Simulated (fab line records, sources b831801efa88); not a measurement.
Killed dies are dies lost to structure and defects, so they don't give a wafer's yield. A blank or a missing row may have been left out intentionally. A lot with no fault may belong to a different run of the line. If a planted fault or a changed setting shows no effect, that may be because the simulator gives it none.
A single fault, viewed from 2 desks    flow gf180mcu    numbers are kept per desk, each desk with only its own; the story behind them comes last

TOOL OWNER'S DESK, implanter-04
The tool's own readings at GF_HV_LDD_IMPLANT_48: means of the sampled wafers that have a number, for each lot that ran on this tool. Marked OUT: a lot whose mean sits more than 4 standard deviations from the usual mean, which makes it out of limits; the brackets give that distance.
Columns: A = beamEnergyKeV at GF_HV_LDD_IMPLANT_48, usual 24.999; B = doseIonsCm2 at GF_HV_LDD_IMPLANT_48, usual 3e+13; C = faradayCurrentUA at GF_HV_LDD_IMPLANT_48, usual 169
lot   first seen here  A       B                        C
L400  day 13 02:26     25.003  3e+13                    170
L401  day 13 08:47     24.997  3e+13                    169
L402  day 13 16:49     24.997  3e+13 (+99 or more) OUT  190 (+6.5) OUT
L403  day 13 20:34     24.990  3e+13 (+99 or more) OUT  192 (+7.2) OUT
L412  day 17 07:59     24.996  3e+13                    169
L413  day 17 14:28     25.009  3e+13                    168
This desk finds L402, L403 out of limits, L402 being first, at day 13 16:49 (doseIonsCm2 at GF_HV_LDD_IMPLANT_48). L400, L401, L412, L413 stayed within limits.

AT THE METROLOGY DESK
Means of the sampled wafers that have a number, per lot and without regard to the tool the lot ran on: this is what the gauges read. Marked OUT: a lot whose mean sits more than 4 standard deviations from the usual mean, which makes it out of limits; the brackets give that distance.
Columns: A = POLY_GATE_OVL at GF_POLY_GATE_OVL_MEAS_11, usual 1 nm; B = HV_LDD_4_TW at GF_HV_LDD_TW_MEAS_50, usual 566; C = PSD_OVL at GF_PSD_OVL_MEAS_08, usual 0.1 nm
lot   first seen here  A   B    C
L400  day 9 19:35      6   562  0.5
L401  day 10 01:14     6   569  -0.2
L402  day 10 08:58     -7  581  0.5
L403  day 10 12:26     -2  582  -0.5
L406  day 11 12:25     1   559  0.5
L411  day 12 23:11     5   570  0.1
L412  day 13 13:16     -4  569  -1.9
L413  day 13 17:07     -5  562  -3.4
L414  day 14 03:16     -1  567  3.6
L416  day 14 16:35     2   566  -0.8
L417  day 15 00:37     0   567  0.2
L419  day 15 11:29     -2  568  0.2
L421  day 16 03:00     4   565  -0.1
This desk's finding: nothing out of limits on any of the 13 lots.

ALL TOGETHER
An alarm could have come from the tool owner's desk at day 13 16:49, on L402, L403.
At the metrology desk, nothing out of limits was observed.
The metrology desk has L402, L403 on record, within its limits.
GF_HV_LDD_IMPLANT_48 was run on implanter-04 by each of the lots named.

WHAT HAD BEEN PUT IN BY THE SIMULATOR
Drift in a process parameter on implanter-04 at GF_HV_LDD_IMPLANT_48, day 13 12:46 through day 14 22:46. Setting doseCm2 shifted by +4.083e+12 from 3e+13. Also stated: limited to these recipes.
Lots struck among those shown: L402, L403.
Each desk's first reading out of limits, in hours after the fault started: the tool owner's desk, 4.
